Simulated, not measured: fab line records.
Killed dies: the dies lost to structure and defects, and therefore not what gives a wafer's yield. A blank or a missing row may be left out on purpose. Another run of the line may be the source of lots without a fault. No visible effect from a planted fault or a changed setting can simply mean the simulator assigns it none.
Split-lot trial    flow sfq-line    23 wafers read from 5 lots, route of 325 steps

== ON THE SPLIT ==
At SFQ_TRILAYER_JJ_TRILAYER_DEP_SPUTTER_112 (material Nb, target thk 170 nm, time 113.3 s), the setting power-w was moved away from the recipe's 2000 W on 4 of the 23 wafers read, by +3.8% to +9.7%. The other wafers ran this setting at the recipe's value.

Between the split and the reading, the file records no step.

== THE READING ==
Measured at SFQ_JJ_RS_MEAS_929 by four-point probe: JJ_NB_RS, in ohm/sq. On this fab line, fault-free wafers typically give 1.049 ohm/sq with a standard deviation of 0.0099 ohm/sq.

wafer   tool, chamber at the split  power-w as run, W  against the recipe  JJ_NB_RS, ohm/sq  against lot-mates on the recipe
L074.1  pvd-sputter-04, -           2000               recipe              1.028             -
L074.2  pvd-sputter-04, -           2075               +3.8%               1.008             -0.037
L074.3  pvd-sputter-04, -           2075               +3.8%               1.008             -0.037
L074.4  pvd-sputter-04, -           2000               recipe              1.055             -
L074.5  pvd-sputter-04, -           2000               recipe              1.053             -
L075.1  pvd-sputter-03, -           2000               recipe              1.051             -
L075.3  pvd-sputter-03, -           2000               recipe              1.052             -
L075.4  pvd-sputter-03, -           2194               +9.7%               0.963             -0.087
L075.5  pvd-sputter-03, -           2194               +9.7%               0.952             -0.098
L075.6  pvd-sputter-03, -           2000               recipe              1.048             -
L079.1  pvd-sputter-05, -           2000               recipe              1.035             -
L079.2  pvd-sputter-05, -           2000               recipe              1.028             -
L079.5  pvd-sputter-05, -           2000               recipe              1.033             -
L082.1  pvd-sputter-05, -           2000               recipe              1.057             -
L082.2  pvd-sputter-05, -           2000               recipe              1.044             -
L082.4  pvd-sputter-05, -           2000               recipe              1.053             -
L082.5  pvd-sputter-05, -           2000               recipe              1.048             -
L082.6  pvd-sputter-05, -           2000               recipe              1.041             -
L085.1  pvd-sputter-04, -           2000               recipe              1.059             -
L085.2  pvd-sputter-04, -           2000               recipe              1.055             -
L085.4  pvd-sputter-04, -           2000               recipe              1.061             -
L085.5  pvd-sputter-04, -           2000               recipe              1.045             -
L085.6  pvd-sputter-04, -           2000               recipe              1.053             -

THE FIT
A straight line over all 23 wafers: JJ_NB_RS changes by -0.00939 ohm/sq for each +1% of power-w; r = -0.95; the points scatter about the line by 0.0096 ohm/sq.
The same after taking each lot's own level away (the mean of its wafers on the recipe; 23 wafers): -0.00961 ohm/sq for each +1%; r = -0.98; scatter 0.0065 ohm/sq.
Per that fit: largest power-w move, reading shift of 0.093 ohm/sq.
The lots' own levels span 1.0320 to 1.0546 ohm/sq, that is 2.3 times the standard deviation above.
The two slopes agree, so the slope changes little with the lot-to-lot level.
Check: with one of the wafers moved furthest among these (+9.7%) left out of the fit, the line predicts -0.0979 ohm/sq for it against its lot-mates. It came out at -0.0873 ohm/sq against them.

== OTHER SPLITS APPLIED TO THESE WAFERS ==
Other splits were also applied to these wafers ahead of the reading. Each is held against what the fit with the lots' levels taken away leaves over:
other split on the same wafers                    wafers away from the commonest value  r with JJ_NB_RS (lot level and that fit taken away)
SFQ_TRILAYER_M3_LITHO_EXPOSE_076 dose-mj          11                                    -0.03
SFQ_TRILAYER_M4_LITHO_COAT_093 resist-thk-nm      8                                     +0.44
SFQ_TRILAYER_M4_BARC_OPEN_METAL_ETCH_123 bias-w   9                                     -0.35
SFQ_TRILAYER_I4_VIA_LITHO_COAT_108 resist-thk-nm  10                                    +0.00
SFQ_TRILAYER_JJ_TRILAYER_DEP_SPUTTER_110 time-s   11                                    -0.05

== THE WHOLE CHAIN: every reading that the file lists as answering this split, in the file's order ==
step                                      what it does                                  reading                                                                                             change (the file's fit)               r (the file's)
SFQ_TRILAYER_JJ_TRILAYER_DEP_SPUTTER_112  material Nb, target thk 170 nm, time 113.3 s  Nb_of_TRILAYER_JJ_TRILAYER_DEP_SPUTTER_112.thk-nm (the simulator's own value, which no gauge read)  +1.65 nm for each +1% of the setting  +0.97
SFQ_JJ_RS_MEAS_929                        measures by four-point-probe                  JJ_NB_RS                                                                                            -0.00964 for each +1% of the setting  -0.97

== THE FILE'S OWN FIT ==
JJ_NB_RS changes by -0.00964 ohm/sq for each +1% of power-w, r = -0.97.
